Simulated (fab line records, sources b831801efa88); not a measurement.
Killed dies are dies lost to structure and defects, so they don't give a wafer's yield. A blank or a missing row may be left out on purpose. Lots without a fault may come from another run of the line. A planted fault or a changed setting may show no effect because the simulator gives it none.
A struck lot beside a sound one | flow gf180mcu | 43 steps out of a route of 602
Sound: wafers L289.1, L289.2, L289.3. Struck: wafers L297.1, L297.3, L297.6. The cause comes at the end.
At each step with rows: each side's tool, then ch and its chambers, then its first start. Under that, the readings that differ: sound wafers | struck wafers | difference of the means | sigmas: that difference in standard deviations of wafers without a fault.
alike: readings whose means differ by less than 2 such deviations, and words and numbers that are the same on both sides. not compared: withheld readings, readings that some wafer has no value for, bounds like >300 that may hide the same value, and numbers for which the record gives no deviation and whose values overlap.
The two part at a step that has a row with sigmas, a row that says differs or no value, or rows on one side only. Numbers that don't overlap but have no deviation are shown without sigmas and don't part them. A reading that every wafer of one side lacks parts them only if that side has two wafers or more.

first, 1 step without rows for these wafers: GF_POLY_GATE_OXIDATION_16 (stabilise 600 s, purge 300 s, target thk 4 nm).
GF_POLY_GATE_THK_MEAS_17:
  sound on film_metro-04, day 10 13:40; struck on film_metro-02, day 13 02:42
  alike: POLY_GATE_OXIDATION_THK
GF_POLY_GATE_CD_MEAS_18:
  sound on cd_sem-01, day 10 13:44; struck on cd_sem-02, day 13 02:46
  alike: cd_nm
then, 7 steps without rows for these wafers: GF_HV_LDD_DEHYDRATE_00 (time 60 s); GF_HV_LDD_HMDS_01 (prime time 60 s); GF_HV_LDD_COAT_02 (resist thk 1000 nm); GF_HV_LDD_SOFTBAKE_03 (time 60 s); GF_HV_LDD_EXPOSE_04 (exposes mask Nplus LV AREA, target cd 400 nm); GF_HV_LDD_PEB_05; GF_HV_LDD_DEVELOP_06 (develop time 60 s).
GF_HV_LDD_CD_MEAS_07: target cd 400 nm.
  sound on cd_sem-01, day 11 08:33; struck on cd_sem-02, day 13 22:30
  reading    | sound             | struck            | difference | sigmas
  cd_nm (nm) | 392.8 398.6 396.2 | 399.8 398.8 401.7 | +4.2       | +2
GF_HV_LDD_OVL_MEAS_08:
  sound on overlay-01, day 11 08:40; struck on overlay-02, day 13 22:37
  alike: HV_LDD_OVL
GF_HV_LDD_IMPLANT_09:
  sound on implanter-03 ch 0, day 11 08:43; struck on implanter-03, day 13 22:40
  no value came back on the struck wafers for beam_energy_keV, beam_on_s (s); on the sound wafers beam_energy_keV reads 39.963 39.995 39.990
GF_HV_LDD_STRIP_10: strips in O2/N2.
  sound on plasma_asher-04 ch 0,1, day 11 08:52; struck on plasma_asher-02 ch 0,1, day 13 22:49
  alike: drypump_motor_current_A, heater_power_w, n2_flow_sccm, o2_flow_sccm, oes_product_au, strip_time_to_endpoint_s
  not compared: rf_hours_counter_h
GF_HV_LDD_TW_MEAS_11:
  sound on film_metro-01, day 11 08:58; struck on film_metro-04, day 13 22:55
  reading   | sound          | struck   | difference | sigmas
  HV_LDD_TW | 2386 2378 2374 | 30 30 31 | -2349      | -69
then, 7 steps without rows for these wafers: GF_HV_LDD_DEHYDRATE_12 (time 60 s); GF_HV_LDD_HMDS_13 (prime time 60 s); GF_HV_LDD_COAT_14 (resist thk 1000 nm); GF_HV_LDD_SOFTBAKE_15 (time 60 s); GF_HV_LDD_EXPOSE_16 (exposes mask Pplus LV AREA, target cd 400 nm); GF_HV_LDD_PEB_17; GF_HV_LDD_DEVELOP_18 (develop time 60 s).
GF_HV_LDD_CD_MEAS_19: target cd 400 nm.
  sound on cd_sem-02, day 12 04:10; struck on cd_sem-02, day 14 19:42
  alike: cd_nm
GF_HV_LDD_OVL_MEAS_20:
  sound on overlay-02, day 12 04:17; struck on overlay-02, day 14 19:49
  alike: HV_LDD_01_OVL
then, 1 step without rows for these wafers: GF_HV_LDD_IMPLANT_21.
GF_HV_LDD_STRIP_22: strips in O2/N2.
  sound on plasma_asher-04 ch 0,1, day 12 04:28; struck on plasma_asher-01 ch 0,1, day 14 20:01
  alike: drypump_motor_current_A, heater_power_w, n2_flow_sccm, o2_flow_sccm, oes_product_au, strip_time_to_endpoint_s
  not compared: rf_hours_counter_h
GF_HV_LDD_TW_MEAS_23:
  sound on film_metro-01, day 12 04:34; struck on film_metro-04, day 14 20:07
  alike: HV_LDD_2_TW
then, 7 steps without rows for these wafers: GF_HV_LDD_DEHYDRATE_24 (time 60 s); GF_HV_LDD_HMDS_25 (prime time 60 s); GF_HV_LDD_COAT_26 (resist thk 1000 nm); GF_HV_LDD_SOFTBAKE_27 (time 60 s); GF_HV_LDD_EXPOSE_28 (exposes mask Nplus HV AREA, target cd 400 nm); GF_HV_LDD_PEB_29; GF_HV_LDD_DEVELOP_30 (develop time 60 s).
GF_HV_LDD_CD_MEAS_31: target cd 400 nm.
  sound on cd_sem-01, day 12 23:57; struck on cd_sem-01, day 15 17:15
  alike: cd_nm
GF_HV_LDD_OVL_MEAS_32:
  sound on overlay-02, day 13 00:04; struck on overlay-01, day 15 17:22
  alike: HV_LDD_02_OVL
then, 4 steps without rows for these wafers: GF_HV_LDD_IMPLANT_33; GF_HV_LDD_IMPLANT_34; GF_HV_LDD_IMPLANT_35; GF_HV_LDD_IMPLANT_36.
GF_HV_LDD_STRIP_37: strips in O2/N2.
  sound on plasma_asher-04 ch 0,1, day 13 00:43; struck on plasma_asher-04 ch 0,1, day 15 18:01
  alike: drypump_motor_current_A, heater_power_w, n2_flow_sccm, o2_flow_sccm, oes_product_au, strip_time_to_endpoint_s
  not compared: rf_hours_counter_h
GF_HV_LDD_TW_MEAS_38:
  sound on film_metro-01, day 13 00:49; struck on film_metro-01, day 15 18:07
  alike: HV_LDD_3_TW
GF_HV_LDD_RS_MEAS_53: measures by four-point-probe.
  sound on film_metro-01, day 13 21:38; struck on film_metro-03, day 16 16:14
  reading            | sound             | struck            | difference | sigmas
  HV_LDD_RS (ohm/sq) | 420.1 418.8 420.0 | 883.0 881.2 883.2 | +462.8     | +99 or more

WHERE THEY PART
First at GF_HV_LDD_CD_MEAS_07; last, within this record, at GF_HV_LDD_RS_MEAS_53.

WHY: what the simulator had put in
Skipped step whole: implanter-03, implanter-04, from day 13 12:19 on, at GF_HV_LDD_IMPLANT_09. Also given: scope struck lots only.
